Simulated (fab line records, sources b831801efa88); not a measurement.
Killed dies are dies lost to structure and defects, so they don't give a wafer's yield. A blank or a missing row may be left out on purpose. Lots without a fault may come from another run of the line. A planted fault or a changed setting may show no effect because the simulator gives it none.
Which tool did it? | flow gf180mcu | 12 lots, 36 wafers sampled, at 2 steps of a route of 602

WHAT THE GAUGES READ, wafer by wafer
GF_SAB_OVL_MEAS_10.
lot  | measured     | on         | SAB_OVL (nm)
L075 | day 15 15:34 | overlay-02 | -0.5 0.8 -2.3
L077 | day 16 10:06 | overlay-01 | -0.3 -1.3 -0.6
L079 | day 16 18:40 | overlay-01 | -1.2 -3.1 -2.4
L081 | day 17 19:31 | overlay-01 | 0.5 -1.7 -1.9
L083 | day 18 07:16 | overlay-01 | 0.0 -0.4 -3.1
L085 | day 19 03:25 | overlay-01 | 0.4 0.9 -0.1
L087 | day 19 20:06 | overlay-02 | -2.2 -2.3 -3.3
L089 | day 20 15:46 | overlay-02 | -0.9 -0.9 -1.5
L091 | day 22 03:12 | overlay-02 | -4.6 -3.6 -2.2
L093 | day 22 11:52 | overlay-02 | -0.8 -2.1 -5.0
L095 | day 22 21:54 | overlay-02 | -1.4 -2.7 -0.8
L096 | day 23 10:34 | overlay-01 | -2.4 -2.1 -0.7

WHICH TOOL RAN EACH LOT (tool, then ch and the chambers of the sampled wafers, then the start)
lot  | GF_SAB_CVD_00
L075 | pecvd-02 ch 0,1,2, day 14 17:45
L077 | pecvd-02 ch 0,1,2, day 15 12:45
L079 | pecvd-02 ch 0,1,2, day 15 20:36
L081 | pecvd-02 ch 0,1,2, day 16 20:05
L083 | pecvd-02 ch 0,1, day 17 07:44
L085 | pecvd-02 ch 0,1, day 18 03:20
L087 | pecvd-02 ch 0,1,2, day 18 20:17
L089 | pecvd-03 ch 1,2, day 19 15:39
L091 | pecvd-03 ch 0,1,2, day 21 03:56
L093 | pecvd-03 ch 0,1, day 21 12:22
L095 | pecvd-03 ch 0,1,2, day 21 22:47
L096 | pecvd-01 ch 1,2, day 22 11:41
- GF_SAB_CVD_00: deposits SiO2 from TEOS, target thk 50 nm, time 4.9302 s.

THE ANSWER, worked out from the rows above alone
Rule: what is usual is taken from the lots themselves. Put in order of their means at a reading, lots are off if they are a third of the lots or fewer, leave a main group of 4 or more, and stand apart from it by a gap of 3 or more times the standard deviation of the main group's means; of several such gaps the widest counts. A main group whose means are all the same, to the digits that the tables above print for the reading, isn't used. A lot without any number at a reading at which 4 lots or more have one is off too. The other lots that the step has rows for count as sound.
No lot is off at any reading shown: from this, nothing can be told.

WHAT THE SIMULATOR HAD PUT IN
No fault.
